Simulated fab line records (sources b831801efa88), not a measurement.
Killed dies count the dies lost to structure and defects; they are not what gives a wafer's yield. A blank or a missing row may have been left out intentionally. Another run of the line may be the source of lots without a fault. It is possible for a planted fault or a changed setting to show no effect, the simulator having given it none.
fab line records -- flow gf180mcu -- part 2 of 2: steps 26 to 34 of 34
record lots=5, wafers=15, last_day=34
route steps=602 shown TOP_METAL@567 PASSIVATION@587
lots untouched by any fault: they come from a run of this same line in which no faults occurred
start_h: hours from the record's opening day to when the first of the lot's shown wafers began -- wait_h: how many hours have passed since the lot's step before this one -- " the same as in the row above -- L1.1+2: a row that stands for several wafers -- - either no value or no given start -- * or withheld: withheld -- < > ~ a bound
route shown NAME@n: a module of which the file shows steps, and the number in the route of the first -- usual: mean and standard deviation over wafers with no fault -- same: alike in all rows -- chamber/n: place in a boat -- sites: readings site by site -- _std_site: their standard deviation -- _edge_site: mean of outer sites minus mean of inner sites -- radius_mm: for every site, how far away it sits from the centre of the wafer -- mask NAME#n: copy n -- behind: the last tool/chamber to shape the wafer -- hold: why the lot was held/for how many hours/how that ended -- device: whichever transistor did not switch (one of n, p or np) -- end of line: tests of these same wafers at the route's end -- a step with no rows: only its recipe -- killed: dies that structure and defects cost at the first sort, which is not the same as the wafer's yield -- map: the dies of a wafer, with x for killed, . for not killed, _ for no die there
set.NAME: setting as actually run; set.NAME@STEP: the setting as run at that earlier step -- model.NAME: the simulator's own value behind a step, which no gauge read
lots at some steps of the route; a table a step, a row a wafer
services: a tool's chamber out of use, with start hour (start_h, from the record's first day; less than 0 if before it), hours out, and reason
## steps
# step GF_PASSIVATION_HMDS_05
# recipe prime_time_s=60, prime_temp_c=120
# usual exhaust_pa=45.1/0.85
lot.wafer,tool,chamber,start_h,wait_h,exhaust_pa
L074.1,litho_track-02,0,666.27,0.1,43.1
L074.3,litho_track-02,0,666.27,0.1,44.4
L074.6,litho_track-02,0,666.27,0.1,45.6
L090.1,litho_track-03,0,768.44,0.1,46.6
L090.3,litho_track-03,0,768.44,0.1,44.9
L090.6,litho_track-03,0,768.44,0.1,45.9
L093.3,litho_track-04,0,789.52,0.1,45.0
L093.4,litho_track-04,0,789.52,0.1,45.6
L093.6,litho_track-04,0,789.52,0.1,45.0
L094.2,litho_track-02,0,790.29,0.1,45.3
L094.5,litho_track-02,0,790.29,0.1,45.3
L094.6,litho_track-02,0,790.29,0.1,45.5
L097.1,litho_track-02,0,804.57,0.1,45.0
L097.2,litho_track-02,0,804.57,0.1,45.3
L097.3,litho_track-02,0,804.57,0.1,46.3
# step GF_PASSIVATION_COAT_06
# recipe spin_rpm=2000, resist_thk_nm=4000
# usual exhaust_pa=45.1/0.92
lot.wafer,tool,chamber,start_h,wait_h,exhaust_pa
L074.1,litho_track-02,0,666.42,0.1,45.1
L074.3,litho_track-02,0,666.42,0.1,45.0
L074.6,litho_track-02,0,666.42,0.1,44.7
L090.1,litho_track-03,0,768.59,0.1,45.2
L090.3,litho_track-03,0,768.59,0.1,45.4
L090.6,litho_track-03,0,768.59,0.1,45.6
L093.3,litho_track-04,0,789.67,0.1,44.3
L093.4,litho_track-04,0,789.67,0.1,45.6
L093.6,litho_track-04,0,789.67,0.1,42.9
L094.2,litho_track-02,0,790.44,0.1,43.8
L094.5,litho_track-02,0,790.44,0.1,44.0
L094.6,litho_track-02,0,790.44,0.1,43.5
L097.1,litho_track-02,0,804.72,0.1,43.4
L097.2,litho_track-02,0,804.72,0.1,43.2
L097.3,litho_track-02,0,804.72,0.1,45.3
# step GF_PASSIVATION_SOFTBAKE_07
# recipe temp_c=110, time_s=withheld
# usual exhaust_pa=45.1/0.88
lot.wafer,tool,chamber,start_h,wait_h,exhaust_pa
L074.1,litho_track-02,0,666.57,0.1,45.2
L074.3,litho_track-02,0,666.57,0.1,45.2
L074.6,litho_track-02,0,666.57,0.1,43.8
L090.1,litho_track-03,0,768.74,0.1,45.5
L090.3,litho_track-03,0,768.74,0.1,43.7
L090.6,litho_track-03,0,768.74,0.1,44.3
L093.3,litho_track-04,0,789.84,0.1,45.9
L093.4,litho_track-04,0,789.84,0.1,45.5
L093.6,litho_track-04,0,789.84,0.1,46.4
L094.2,litho_track-02,0,790.60,0.1,46.2
L094.5,litho_track-02,0,790.60,0.1,43.3
L094.6,litho_track-02,0,790.60,0.1,44.5
L097.1,litho_track-02,0,804.87,0.1,45.2
L097.2,litho_track-02,0,804.87,0.1,46.0
L097.3,litho_track-02,0,804.87,0.1,44.1
# step GF_PASSIVATION_EXPOSE_08
# recipe mask_id=Pad, target_cd_nm=40000, na=0.57, dose_mj=310
# usual exposure_dose_mJ_cm2=309.9/0.31
lot.wafer,tool,chamber,start_h,wait_h,mask,exposure_dose_mJ_cm2
L074.1,iline_stepper-01,0,-,-,Pad#0,309.6
L074.3,iline_stepper-01,0,-,-,Pad#0,309.9
L074.6,iline_stepper-01,0,-,-,Pad#0,310.0
L090.1,iline_stepper-01,0,-,-,Pad#0,309.7
L090.3,iline_stepper-01,0,-,-,Pad#0,310.1
L090.6,iline_stepper-01,0,-,-,Pad#0,310.1
L093.3,iline_stepper-01,0,-,-,Pad#0,310.0
L093.4,iline_stepper-01,0,-,-,Pad#0,309.7
L093.6,iline_stepper-01,0,-,-,Pad#0,310.4
L094.2,iline_stepper-01,0,-,-,Pad#0,309.8
L094.5,iline_stepper-01,0,-,-,Pad#0,310.0
L094.6,iline_stepper-01,0,-,-,Pad#0,309.9
L097.1,iline_stepper-02,0,-,-,Pad#0,310.0
L097.2,iline_stepper-02,0,-,-,Pad#0,309.7
L097.3,iline_stepper-02,0,-,-,Pad#0,310.4
# step GF_PASSIVATION_PEB_09
# recipe temp_c=115, time_s=withheld
# usual exhaust_pa=45.2/0.97
lot.wafer,tool,chamber,start_h,wait_h,exhaust_pa
L074.1,litho_track-02,0,-,-,44.4
L074.3,litho_track-02,0,-,-,44.7
L074.6,litho_track-02,0,-,-,46.0
L090.1,litho_track-02,0,-,-,46.7
L090.3,litho_track-02,0,-,-,46.0
L090.6,litho_track-02,0,-,-,44.5
L093.3,litho_track-04,0,-,-,44.9
L093.4,litho_track-04,0,-,-,45.5
L093.6,litho_track-04,0,-,-,44.0
L094.2,litho_track-03,0,-,-,43.6
L094.5,litho_track-03,0,-,-,43.9
L094.6,litho_track-03,0,-,-,44.0
L097.1,litho_track-02,0,-,-,45.8
L097.2,litho_track-02,0,-,-,45.2
L097.3,litho_track-02,0,-,-,45.6
# step GF_PASSIVATION_DEVELOP_10
# recipe develop_time_s=60, dev_temp_c=23
# usual exhaust_pa=44.9/0.88
lot.wafer,tool,chamber,start_h,wait_h,exhaust_pa
L074.1,litho_track-02,0,-,-,44.0
L074.3,litho_track-02,0,-,-,44.7
L074.6,litho_track-02,0,-,-,44.8
L090.1,litho_track-02,0,-,-,44.0
L090.3,litho_track-02,0,-,-,44.0
L090.6,litho_track-02,0,-,-,44.0
L093.3,litho_track-04,0,-,-,45.2
L093.4,litho_track-04,0,-,-,45.4
L093.6,litho_track-04,0,-,-,43.1
L094.2,litho_track-03,0,-,-,45.0
L094.5,litho_track-03,0,-,-,43.8
L094.6,litho_track-03,0,-,-,45.4
L097.1,litho_track-02,0,-,-,44.5
L097.2,litho_track-02,0,-,-,44.5
L097.3,litho_track-02,0,-,-,43.3
# step GF_PASSIVATION_ETCH_11
# recipe chemistry=CF4/O2, target_depth_nm=2040, stop_on=TiN, source_w=800, bias_w=150, pressure_mtorr=150, cf4_flow_sccm=80, O2_flow_sccm=10, time_s=453.3
# usual O2_flow_sccm=10.00/0.032, bias_w=150.0/0.43, drypump_motor_current_A=5.8/0.44, oes_product_au=0.987/0.0059, throttle_valve_pct=5.967/0.0095
lot.wafer,tool,chamber,start_h,wait_h,O2_flow_sccm,bias_w,drypump_motor_current_A,oes_product_au,rf_hours_counter_h,throttle_valve_pct
L074.1,rie_diel-01,3,676.87,-,10.05,150.1,5.8,0.988,18,5.956
L074.3,rie_diel-01,0,676.87,-,10.06,150.4,5.0,0.985,16,5.966
L074.6,rie_diel-01,2,676.87,-,9.97,150.0,5.8,0.985,-,5.968
L090.1,rie_diel-01,2,776.62,-,9.99,149.9,5.8,0.988,1,5.979
L090.3,rie_diel-01,1,776.62,-,9.97,149.6,6.7,0.992,12,5.962
L090.6,rie_diel-01,0,776.62,-,9.97,149.1,5.0,0.995,-,5.971
L093.3,rie_diel-02,2,797.72,-,9.95,149.8,5.5,0.987,27,5.975
L093.4,rie_diel-02,0,797.72,-,10.00,149.7,5.8,0.979,13,5.974
L093.6,rie_diel-02,3,797.72,-,10.02,149.5,5.7,0.984,-,5.972
L094.2,rie_diel-01,1,798.29,-,10.02,149.5,6.7,0.989,14,5.961
L094.5,rie_diel-01,0,798.29,-,10.01,150.3,5.0,0.983,-,5.974
L094.6,rie_diel-01,1,798.29,-,9.99,150.5,6.7,0.990,-,5.974
L097.1,rie_diel-04,2,811.92,-,9.99,150.0,5.5,0.994,5,5.977
L097.2,rie_diel-04,1,811.92,-,10.05,150.2,6.1,0.986,0,5.968
L097.3,rie_diel-04,0,811.92,-,9.96,150.0,6.1,0.981,2,5.976
# step GF_PASSIVATION_STRIP_12
# recipe chemistry=O2/N2, power_w=1400, pressure_mtorr=1500, platen_temp_c=250, o2_flow_sccm=3000, n2_flow_sccm=300, overash_fraction=0.5
# usual drypump_motor_current_A=6.0/0.51, heater_power_w=363/49, oes_product_au=0.719/0.0044, strip_time_to_endpoint_s=33.02/0.28
lot.wafer,tool,chamber,start_h,wait_h,drypump_motor_current_A,heater_power_w,oes_product_au,rf_hours_counter_h,strip_time_to_endpoint_s
L074.1,plasma_asher-04,1,677.14,0.1,5.1,355,0.733,107,33.02
L074.3,plasma_asher-04,1,677.14,0.1,5.1,365,0.722,-,33.10
L074.6,plasma_asher-04,1,677.14,0.1,5.1,367,0.720,-,33.28
L090.1,plasma_asher-02,0,776.89,0.1,6.0,407,0.718,65,32.60
L090.3,plasma_asher-02,1,776.89,0.1,6.6,307,0.726,-,32.85
L090.6,plasma_asher-02,1,776.89,0.1,6.6,313,0.716,-,32.58
L093.3,plasma_asher-01,1,798.02,0.2,6.6,319,0.728,-,32.87
L093.4,plasma_asher-01,0,798.02,0.2,5.9,323,0.719,-,33.42
L093.6,plasma_asher-01,0,798.02,0.2,5.9,317,0.723,-,33.31
L094.2,plasma_asher-04,0,798.56,0.1,5.9,447,0.720,6,33.06
L094.5,plasma_asher-04,1,798.56,0.1,5.1,376,0.717,-,32.74
L094.6,plasma_asher-04,0,798.56,0.1,5.9,442,0.720,-,32.98
L097.1,plasma_asher-02,0,812.19,0.1,5.9,414,0.722,68,32.92
L097.2,plasma_asher-02,1,812.19,0.1,6.6,306,0.718,68,32.89
L097.3,plasma_asher-02,0,812.19,0.1,5.9,404,0.718,-,33.24
# step GF_PASSIVATION_ANNEAL_13
# recipe temp_c=400, time_s=1800, ambient=N2/H2, idle_temp_c=300, ramp_up_c_per_min=10, ramp_down_c_per_min=3
# usual spike_tc_centre_C=402.3/0.98
lot.wafer,tool,chamber,start_h,wait_h,spike_tc_centre_C
L074.1,furnace-02,0,677.24,0.1,402.7
L074.3,furnace-02,0,677.24,0.1,402.7
L074.6,furnace-02,0,677.24,0.1,401.9
L090.1,furnace-02,0,777.39,0.5,403.4
L090.3,furnace-02,0,777.39,0.5,403.5
L090.6,furnace-02,0,777.39,0.5,403.0
L093.3,furnace-01,0,798.09,0.0,401.5
L093.4,furnace-01,0,798.09,0.0,402.8
L093.6,furnace-01,0,798.09,0.0,403.0
L094.2,furnace-02,0,798.66,0.1,401.7
L094.5,furnace-02,0,798.66,0.1,405.2
L094.6,furnace-02,0,798.66,0.1,402.4
L097.1,furnace-01,0,812.29,0.1,400.3
L097.2,furnace-01,0,812.29,0.1,401.8
L097.3,furnace-01,0,812.29,0.1,403.2
## services
tool,chamber,start_h,hours,kind
pecvd-04,-,621.06,0.8,repair
iline_stepper-02,-,625.15,4.5,repair
furnace-02,-,630.68,4.0,pm
pecvd-04,0,631.10,18.0,repair
rie_diel-01,-,633.67,2.8,pm
pvd_sputter-01,-,637.03,1.0,repair
rie_diel-01,2,660.76,7.1,repair
iline_stepper-02,-,666.63,2.1,pm
iline_stepper-01,-,682.74,28.9,pm
rie_diel-01,3,699.70,13.8,repair
rie_diel-01,1,706.16,2.9,repair
pecvd-04,-,708.05,6.0,pm
pecvd-04,-,714.60,3.7,repair
pecvd-03,1,727.34,11.5,repair
pecvd-04,2,737.67,12.8,repair
pecvd-04,-,737.87,0.7,repair
pecvd-04,-,741.23,2.8,pm
plasma_asher-03,-,756.08,2.8,pm
iline_stepper-02,-,776.52,1.7,pm
iline_stepper-01,-,793.17,1.7,pm
iline_stepper-02,-,798.41,3.6,repair
pecvd-04,-,799.38,14.0,pm
furnace-02,-,800.16,3.3,pm
pecvd-03,-,806.79,1.9,repair
